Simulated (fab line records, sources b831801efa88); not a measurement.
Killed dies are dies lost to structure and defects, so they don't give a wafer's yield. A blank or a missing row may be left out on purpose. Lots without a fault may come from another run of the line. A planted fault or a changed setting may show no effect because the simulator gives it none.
Which tool did it? | flow sky130 | 12 lots, 36 wafers sampled, at 2 steps of a route of 708

WHAT THE GAUGES READ, wafer by wafer
SKY_LDD_HVN_OVL_MEAS_07.
lot  | measured     | on         | LDD_HVN_OVL (nm)
L074 | day 21 18:48 | overlay-02 | -0.9 -0.6 -1.0
L077 | day 21 21:28 | overlay-01 | -1.9 0.1 1.1
L079 | day 23 01:10 | overlay-01 | -0.9 0.1 1.9
L082 | day 23 09:30 | overlay-01 | 0.5 0.2 0.3
L083 | day 24 00:28 | overlay-01 | -1.5 -1.7 -0.2
L085 | day 24 15:33 | overlay-02 | 0.9 0.7 0.9
L087 | day 25 06:16 | overlay-02 | -0.4 0.5 0.0
L089 | day 25 18:24 | overlay-02 | -1.1 -3.6 -0.5
L091 | day 26 09:52 | overlay-02 | -0.4 -0.2 1.4
L093 | day 27 04:27 | overlay-01 | -1.6 -2.1 -0.3
L095 | day 28 06:21 | overlay-01 | 0.2 0.4 0.9
L096 | day 28 10:27 | overlay-02 | -0.8 0.7 -1.4

WHICH TOOL RAN EACH LOT (tool, then ch and the chambers of the sampled wafers, then the start)
lot  | SKY_POLY_GATE_ETCH_17
L074 | rie_si-02 ch 1,2, day 17 18:31
L077 | rie_si-01 ch 0,1,3, day 17 22:23
L079 | rie_si-02 ch 1,2,3, day 19 01:19
L082 | rie_si-02 ch 0,1,3, day 19 09:31
L083 | rie_si-01 ch 0,2,3, day 20 02:43
L085 | rie_si-01 ch 1,2,3, day 20 17:56
L087 | rie_si-01 ch 0,2,3, day 21 09:26
L089 | rie_si-01 ch 2,3, day 21 22:02
L091 | rie_si-01 ch 1,2,3, day 22 14:23
L093 | rie_si-01 ch 1,3, day 23 09:27
L095 | rie_si-01 ch 0,1,3, day 24 10:47
L096 | rie_si-01 ch 0,2,3, day 24 15:52
- SKY_POLY_GATE_ETCH_17: etches poly-Si in HBr/Cl2, stops on SiO2, target depth 180 nm, time 70.5 s.

THE ANSWER, worked out from the rows above alone
Rule: what is usual is taken from the lots themselves. Put in order of their means at a reading, lots are off if they are a third of the lots or fewer, leave a main group of 4 or more, and stand apart from it by a gap of 3 or more times the standard deviation of the main group's means; of several such gaps the widest counts. A main group whose means are all the same, to the digits that the tables above print for the reading, isn't used. A lot without any number at a reading at which 4 lots or more have one is off too. The other lots that the step has rows for count as sound.
No lot is off at any reading shown: from this, nothing can be told.

WHAT THE SIMULATOR HAD PUT IN
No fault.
